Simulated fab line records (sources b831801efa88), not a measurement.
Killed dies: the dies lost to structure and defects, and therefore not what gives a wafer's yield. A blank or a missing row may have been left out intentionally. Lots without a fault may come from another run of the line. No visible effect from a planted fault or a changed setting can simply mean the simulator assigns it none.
2 desks, one fault | flow sky130 | every desk sees just its own numbers, and what lay behind them comes last

FOR THE TOOL OWNER'S DESK: implanter-02
SKY_VT_ADJUST_HVTR_IMPLANT_09, tool's own readings: per-lot mean of the sampled wafers with a number, covering each lot this tool ran. If a lot's mean is further than 4 standard deviations from the usual mean, the lot is out of limits and carries the mark OUT (the distance appears in the brackets).
Columns: A = beam-on-s at SKY_VT_ADJUST_HVTR_IMPLANT_09, usual 10.00 s; B = end-station-pressure-torr at SKY_VT_ADJUST_HVTR_IMPLANT_09, usual 5.01e-06 Torr; C = faraday-current-uA at SKY_VT_ADJUST_HVTR_IMPLANT_09, usual 11.85
lot  | first seen here | A               | B                          | C
L939 | day 9 20:10     | 10.07           | 5.07e-06                   | 11.78
L946 | day 11 22:44    | 10.06           | 4.63e-06                   | 11.77
L948 | day 12 19:35    | 9.85            | 5.34e-06                   | 12.05
L950 | day 13 07:20    | 9.96            | 5.14e-06                   | 11.92
L953 | day 13 23:17    | 12.66 (+14) OUT | 1.15e-04 (+99 or more) OUT | 9.45 (-11) OUT
L954 | day 14 07:56    | 12.54 (+13) OUT | 1.16e-04 (+99 or more) OUT | 9.54 (-10) OUT
This desk finds L953, L954 out of limits, L953 being first, at day 13 23:17 (beam-on-s at SKY_VT_ADJUST_HVTR_IMPLANT_09). In limits: L939, L946, L948, L950.

METROLOGY DESK
What the gauges read for every lot (on any tool): the sampled wafers with a number, averaged. If a lot's mean is further than 4 standard deviations from the usual mean, the lot is out of limits and carries the mark OUT (the distance appears in the brackets).
Columns: A = PWDE_RS at SKY_NWELL_RS_MEAS_31, usual 5274 ohm/sq; B = VT_ADJUST_HVTP_TW at SKY_VT_ADJUST_HVTP_TW_MEAS_11, usual 1351; C = VT_ADJUST_HVTR_TW at SKY_VT_ADJUST_HVTR_TW_MEAS_11, usual 210.7; D = SONOS_TUNNEL_TW at SKY_SONOS_TUNNEL_TW_MEAS_12, usual 197.0
lot  | first seen here | A    | B    | C                | D
L938 | day 5 07:02     | 5278 | 1350 | 213.3            | 199.5
L939 | day 5 14:02     | 5272 | 1350 | 212.7            | 197.3
L940 | day 5 22:25     | 5271 | 1377 | 212.7            | 196.2
L941 | day 6 07:37     | 5264 | 1348 | 212.2            | 199.6
L942 | day 6 10:31     | 5292 | 1344 | 213.3            | 195.3
L943 | day 6 22:23     | 5263 | 1339 | 213.6            | 194.9
L946 | day 7 08:06     | 5255 | 1351 | 207.7            | 195.3
L948 | day 8 02:41     | 5285 | 1341 | 214.0            | 194.4
L950 | day 8 13:08     | 5290 | 1346 | 207.1            | 199.9
L952 | day 8 22:54     | 5262 | 1348 | 208.1            | 195.3
L953 | day 9 01:14     | 5265 | 1343 | 222.2 (+4.8) OUT | 199.4
L954 | day 9 08:38     | 5296 | 1341 | 227.8 (+7.1) OUT | 194.9
L961 | day 11 03:49    | 5298 | 1344 | 208.6            | 200.4
Finding of this desk: L953, L954 out of limits, first seen on L953 at day 13 23:31 (VT_ADJUST_HVTR_TW at SKY_VT_ADJUST_HVTR_TW_MEAS_11). In limits: L938, L939, L940, L941, L942, L943, L946, L948, L950, L952, L961.

PUT TOGETHER
The tool owner's desk had the chance to raise an alarm at day 13 23:17 on L953, L954.
Metrology desk: alarm possible at day 13 23:31 on L953, L954.
On implanter-02, each named lot ran SKY_VT_ADJUST_HVTR_IMPLANT_09.

WHAT THE SIMULATOR HAD INSERTED
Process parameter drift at SKY_VT_ADJUST_HVTR_IMPLANT_09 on implanter-02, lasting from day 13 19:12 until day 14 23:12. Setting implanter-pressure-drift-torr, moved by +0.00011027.
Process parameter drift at SKY_VT_ADJUST_HVTR_IMPLANT_09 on implanter-02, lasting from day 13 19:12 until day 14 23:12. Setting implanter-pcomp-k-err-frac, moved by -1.
Shown lots that were struck: L953, L954.
Fault start to first reading out of limits, in hours, per desk: tool owner, 4; metrology, 4.
